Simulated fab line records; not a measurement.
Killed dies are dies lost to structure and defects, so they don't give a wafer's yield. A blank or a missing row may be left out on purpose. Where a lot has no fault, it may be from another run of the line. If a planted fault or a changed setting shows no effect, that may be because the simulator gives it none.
Which tool is to blame? -- flow sky130 -- 12 lots, 36 wafers sampled, at 5 steps of a route of 708

== WHAT EACH GAUGE READ, for each wafer ==
SKY_VT_ADJUST_LVTN_TW_MEAS_10. Usual: VT_ADJUST_LVTN_TW typically reads 241.8, with standard deviation 1.9.
lot,measured,on,VT_ADJUST_LVTN_TW,flag
L407,day 6 20:05,film_metro-03,242.1 242.7 240.3,
L408,day 7 03:18,film_metro-02,240.2 239.4 238.4,
L409,day 7 11:34,film_metro-02,239.7 239.5 239.0,
L410,day 7 20:37,film_metro-01,245.2 242.9 244.7,
L411,day 8 04:01,film_metro-03,241.8 242.1 242.8,
L412,day 8 09:07,film_metro-02,238.7 238.5 238.3,
L413,day 8 13:25,film_metro-03,241.6 242.4 242.4,
L416,day 9 07:54,film_metro-03,242.3 241.2 242.0,
L417,day 9 11:19,film_metro-02,241.7 241.8 242.4,
L418,day 9 20:55,film_metro-02,242.0 241.1 241.8,
L419,day 10 11:11,film_metro-02,240.6 240.7 241.6,
L420,day 10 15:37,film_metro-02,240.5 242.7 241.5,

SKY_VT_ADJUST_LVTN_OVL_MEAS_18. Usual: VT_ADJUST_LVTN_01_OVL typically reads 0.3 nm, with standard deviation 1.
lot,measured,on,VT_ADJUST_LVTN_01_OVL (nm),flag
L407,day 7 15:35,overlay-01,0.0 -0.4 1.9,
L408,day 7 23:11,overlay-01,0.0 1.4 -0.7,
L409,day 8 07:56,overlay-02,0.8 0.7 1.7,
L410,day 8 16:38,overlay-02,1.0 1.7 1.3,
L411,day 9 00:11,overlay-02,0.4 0.7 1.9,
L412,day 9 04:56,overlay-01,1.1 0.2 1.1,
L413,day 9 09:47,overlay-01,2.9 0.8 1.9,
L416,day 10 05:10,overlay-01,-0.6 1.5 2.0,
L417,day 10 08:56,overlay-02,-0.8 0.0 -0.2,
L418,day 10 19:23,overlay-01,-0.5 -0.2 0.0,
L419,day 11 09:38,overlay-02,-0.2 -1.5 -0.7,
L420,day 11 15:32,overlay-01,0.7 -0.1 0.0,

SKY_VT_ADJUST_NCORE_TW_MEAS_11. Usual: VT_ADJUST_NCORE_TW typically reads 219.9, with standard deviation 1.7.
lot,measured,on,VT_ADJUST_NCORE_TW,flag
L407,day 8 12:36,film_metro-04,219.3 218.7 218.1,
L408,day 8 19:50,film_metro-04,219.0 217.9 218.7,
L409,day 9 04:27,film_metro-01,218.5 220.9 220.0,
L410,day 9 13:17,film_metro-02,218.8 220.7 219.9,
L411,day 9 21:29,film_metro-02,219.0 220.0 220.5,
L412,day 10 01:50,film_metro-04,219.7 218.1 218.8,
L413,day 10 07:38,film_metro-01,219.3 221.6 220.8,
L416,day 11 05:15,film_metro-04,218.8 219.0 217.7,
L417,day 11 08:08,film_metro-02,317.1 318.3 317.5,OFF
L418,day 11 19:41,film_metro-02,316.7 318.4 316.6,OFF
L419,day 12 11:04,film_metro-04,317.3 318.6 317.2,OFF
L420,day 12 16:44,film_metro-01,323.0 324.1 321.9,OFF

== TOOL THAT RAN EACH LOT (tool first, then ch and the chambers of the sampled wafers, then the start) ==
lot,SKY_VT_ADJUST_LVTN_STRIP_09,SKY_VT_ADJUST_NCORE_IMPLANT_09
L407,"plasma_asher-04 ch 0,1, day 6 19:59","implanter-03 ch 0, day 8 12:23"
L408,"plasma_asher-02 ch 0,1, day 7 03:12","implanter-03 ch 0, day 8 19:35"
L409,"plasma_asher-04 ch 0,1, day 7 11:28","implanter-03 ch 0, day 9 04:12"
L410,"plasma_asher-04 ch 0,1, day 7 20:30","implanter-04 ch 0, day 9 13:04"
L411,"plasma_asher-04 ch 0,1, day 8 03:56","implanter-03 ch 0, day 9 21:16"
L412,"plasma_asher-02 ch 0,1, day 8 09:01","implanter-04 ch 0, day 10 01:36"
L413,"plasma_asher-04 ch 0,1, day 8 13:20","implanter-04 ch 0, day 10 07:25"
L416,"plasma_asher-04 ch 0,1, day 9 07:48","implanter-01 ch 0, day 11 05:00"
L417,"plasma_asher-02 ch 0,1, day 9 11:12","implanter-03 ch 0, day 11 07:55"
L418,"plasma_asher-01 ch 0,1, day 9 20:49","implanter-03 ch 0, day 11 19:27"
L419,"plasma_asher-02 ch 0,1, day 10 11:06","implanter-01 ch 0, day 12 10:52"
L420,"plasma_asher-02 ch 0, day 10 15:31","implanter-01 ch 0, day 12 16:30"
- SKY_VT_ADJUST_LVTN_STRIP_09: strips in O2/N2.
- SKY_VT_ADJUST_NCORE_IMPLANT_09

== WHAT THE TOOLS THEMSELVES READ (means of the sampled wafers that have a number; where no wafer has one, the mark that the record gives instead) ==
SKY_VT_ADJUST_LVTN_STRIP_09. Usual: drypump_motor_current_A 5.74 A, standard deviation 0.15; oes_product_au 0.722 a.u., standard deviation 0.0047; strip_time_to_endpoint_s 36.95 s, standard deviation 0.1.
lot,tool,drypump_motor_current_A (A),oes_product_au (a.u.),strip_time_to_endpoint_s (s),flag
L407,plasma_asher-04,5.77,0.723,36.89,
L408,plasma_asher-02,5.60,0.719,37.03,
L409,plasma_asher-04,5.77,0.722,36.98,
L410,plasma_asher-04,5.79,0.724,36.96,
L411,plasma_asher-04,5.77,0.723,37.00,
L412,plasma_asher-02,5.62,0.724,36.91,
L413,plasma_asher-04,5.79,0.724,37.08,
L416,plasma_asher-04,5.78,0.723,36.94,
L417,plasma_asher-02,5.61,0.722,36.95,
L418,plasma_asher-01,5.76,0.723,37.02,
L419,plasma_asher-02,5.59,0.721,36.95,
L420,plasma_asher-02,5.65,0.725,36.95,

== THE ANSWER, worked out from the rows above alone ==
Rule: lot off if the mean of its wafers having a number is beyond 3 standard deviations from the usual mean. Also off: a lot with no number at a reading for which 4 or more lots have one. All remaining lots with rows at the step are treated as sound. Order of review: gauges by route order, followed by the tools' own readings, for which a lot's mean as printed above is used. The first step at which some lot is off is used, and at that step the reading that is off furthest; a lot without a number counts as furthest.
Off: L417, L418, L419, L420, seen at SKY_VT_ADJUST_NCORE_TW_MEAS_11 (VT_ADJUST_NCORE_TW).
If a tool, at a process step before that reading, ran all the lots that are off and no sound lot after the first of them, it fits. Gauges at SKY_VT_ADJUST_NCORE_TW_MEAS_11: tried the same way as those tools. No candidate that was tried fits.

== WHAT THE SIMULATOR HAD PUT IN ==
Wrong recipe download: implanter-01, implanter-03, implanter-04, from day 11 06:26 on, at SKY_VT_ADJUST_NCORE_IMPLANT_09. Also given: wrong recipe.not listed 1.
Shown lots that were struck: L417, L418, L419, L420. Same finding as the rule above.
